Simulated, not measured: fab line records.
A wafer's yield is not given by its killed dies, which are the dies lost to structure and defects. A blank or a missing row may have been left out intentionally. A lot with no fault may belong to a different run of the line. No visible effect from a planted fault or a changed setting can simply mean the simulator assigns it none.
A struck lot beside a sound one + flow sky130 + 25 out of 708 route steps
Sound: the wafers L641.1, L641.2, L641.6. Struck: wafer L645.1. (L645.3, L645.4 of the same lot were not struck and are left out.) The cause comes at the end.
For every step that has rows: the tool of each side, followed by ch and its chambers, followed by its first start. Under that, the readings that differ: sound wafers + struck wafers + difference of the means + sigmas: that difference in standard deviations of wafers without a fault.
alike: readings whose means differ by less than 2 such deviations, and words and numbers that are the same on both sides. not compared: withheld readings, readings that some wafer has no value for, bounds like >300 that may hide the same value, and numbers for which the record gives no deviation and whose values overlap.
The two part at a step that has a row with sigmas, a row that says differs or no value, or rows on one side only. Non-overlapping numbers with no deviation appear without sigmas and do not part them. Lack of a reading on every wafer of one side parts them only where that side has two or more wafers.

first, 1 step without rows for these wafers: SKY_LI_CONTACT_PRE_CLEAN_18 (time 5.6 s).
SKY_LI_CONTACT_SPUTTER_19: material Ti, target thk 20 nm, time 106.37 s.
  sound on pvd sputter-01, day 29 20:07; struck on pvd sputter-01, day 31 22:23
  alike: throttle valve pct
SKY_LI_CONTACT_SPUTTER_20: material TiN, target thk 20 nm, time 80 s.
  sound on pvd sputter-01, day 29 20:11; struck on pvd sputter-01, day 31 22:28
  alike: throttle valve pct
SKY_LI_CONTACT_CVD_21: deposits W, target thk 400 nm, time 120.56 s.
  sound on cvd w-01 ch 0,1, day 29 20:15; struck on cvd w-01 ch 0, day 31 22:31
  alike: heater power outer w, heater power w
SKY_LI_CONTACT_RS_MEAS_22: uses a four-point probe to measure.
  sound on film metro-01, day 29 20:23; struck on film metro-02, day 31 22:39
  alike: LI_CONTACT_W_RS
SKY_LI_CONTACT_THK_MEAS_23: measures by xrf.
  sound on film metro-01, day 29 20:30; struck on film metro-02, day 31 22:46
  alike: LI_CONTACT_W_THK
SKY_LI_CONTACT_CMP_24: polishes, stops on PSG, t overpolish 20 s, target thk 0 nm.
  sound on cmp-02 ch 0,1,2, day 29 20:34; struck on cmp-01 ch 1, day 31 22:53
  alike: head pressure psi, motor current A, overpolish run s, slurry filter dp kPa, time to endpoint s
then, 1 step without rows for these wafers: SKY_LOCAL_INTERCONNECT_SPUTTER_00 (material TiN, target thk 100 nm, time 83.3 s).
SKY_LOCAL_INTERCONNECT_RS_MEAS_01: uses a four-point probe to measure.
  sound on film metro-04, day 29 20:55; struck on film metro-01, day 31 23:11
| reading                            | sound             | struck | difference | sigmas |
|------------------------------------|-------------------|--------|------------|--------|
| LOCAL_INTERCONNECT_TIN_RS (ohm/sq) | 13.91 14.04 13.91 | 14.21  | +0.26      | +2     |
SKY_LOCAL_INTERCONNECT_THK_MEAS_02: measures by xrf.
  sound on film metro-04, day 29 21:02; struck on film metro-01, day 31 23:19
| reading                         | sound             | struck | difference | sigmas |
|---------------------------------|-------------------|--------|------------|--------|
| LOCAL_INTERCONNECT_TIN_THK (nm) | 101.4 100.5 101.5 | 98.0   | -3.1       | -3     |
then, 2 steps without rows for these wafers: SKY_LOCAL_INTERCONNECT_DEHYDRATE_03 (time 60 s); SKY_LOCAL_INTERCONNECT_HMDS_04 (prime time 60 s).
SKY_LOCAL_INTERCONNECT_COAT_05: resist thk 60 nm.
  sound on litho track-02 ch 0, day 30 10:30; struck on litho track-02 ch 0, day 32 12:51
  not compared: chill plate temp C
then, 5 steps without rows for these wafers: SKY_LOCAL_INTERCONNECT_COAT_06 (resist thk 450 nm); SKY_LOCAL_INTERCONNECT_SOFTBAKE_07 (time 90 s); SKY_LOCAL_INTERCONNECT_EXPOSE_08 (exposes mask LI1M, target cd 170 nm); SKY_LOCAL_INTERCONNECT_PEB_09; SKY_LOCAL_INTERCONNECT_DEVELOP_10 (develop time 60 s).
SKY_LOCAL_INTERCONNECT_CD_MEAS_11: the cd target is 170 nm.
  sound on cd sem-02, day 31 01:04; struck on cd sem-01, day 33 02:24
  alike: cd nm
SKY_LOCAL_INTERCONNECT_OVL_MEAS_12:
  sound on overlay-02, day 31 01:11; struck on overlay-01, day 33 02:31
  alike: LOCAL_INTERCONNECT_OVL
SKY_LOCAL_INTERCONNECT_ETCH_13: etches BARC in N2/H2, stops on SiO2, time 45.9 s, target depth 60 nm.
  sound on rie metal-01 ch 0,1, day 31 01:14; struck on rie metal-03 ch 1, day 33 02:34
| reading                  | sound             | struck | difference | sigmas |
|--------------------------|-------------------|--------|------------|--------|
| oes product au (a.u.)    | 0.852 0.853 0.850 | 0.980  | +0.128     | +27    |
| model.etch.depth nm (nm) | 59.8 59.91 59.95  | 76.26  | +16.37     |        |
  alike: drypump motor current A, throttle valve pct
  not compared: rf hours counter h
SKY_LOCAL_INTERCONNECT_METAL_ETCH_14: etches TiN in Cl2/BCl3, stops on PSG, target depth 110 nm, time 31.4 s.
  sound on rie metal-01 ch 0,1, day 31 01:17; struck on rie metal-03 ch 1, day 33 02:37
  alike: drypump motor current A, oes product au, throttle valve pct
  not compared: rf hours counter h
SKY_LOCAL_INTERCONNECT_STRIP_15: strips in O2/N2.
  sound on plasma asher-04 ch 0,1, day 31 01:20; struck on plasma asher-02 ch 0, day 33 02:40
| reading                      | sound             | struck | difference | sigmas |
|------------------------------|-------------------|--------|------------|--------|
| drypump motor current A (A)  | 5.9 5.6 5.9       | 4.9    | -0.9       | -3     |
| oes product au (a.u.)        | 0.424 0.425 0.431 | 0.444  | +0.017     | +4     |
| strip time to endpoint s (s) | 4.702 4.674 4.672 | 4.935  | +0.252     | +13    |
  not compared: rf hours counter h
then, 1 step without rows for these wafers: SKY_LOCAL_INTERCONNECT_STRIP_16 (strips in post etch residue remover, time 1200 s).
-- a jump in the record: the struck wafers' starts before and after are 15 days apart (it breaks off in module LOCAL_INTERCONNECT and resumes in module PAD_OPEN, where the first step shown is number 708 of the route) --
SKY_PAD_OPEN_PROBE_99:
  the record has rows for the struck wafers here (prober-01, day 47 20:51) and none for the sound ones

WHERE THEY PART
At SKY_LOCAL_INTERCONNECT_RS_MEAS_01 first; at SKY_PAD_OPEN_PROBE_99 last (within this record only).

WHY: whatever the simulator had introduced
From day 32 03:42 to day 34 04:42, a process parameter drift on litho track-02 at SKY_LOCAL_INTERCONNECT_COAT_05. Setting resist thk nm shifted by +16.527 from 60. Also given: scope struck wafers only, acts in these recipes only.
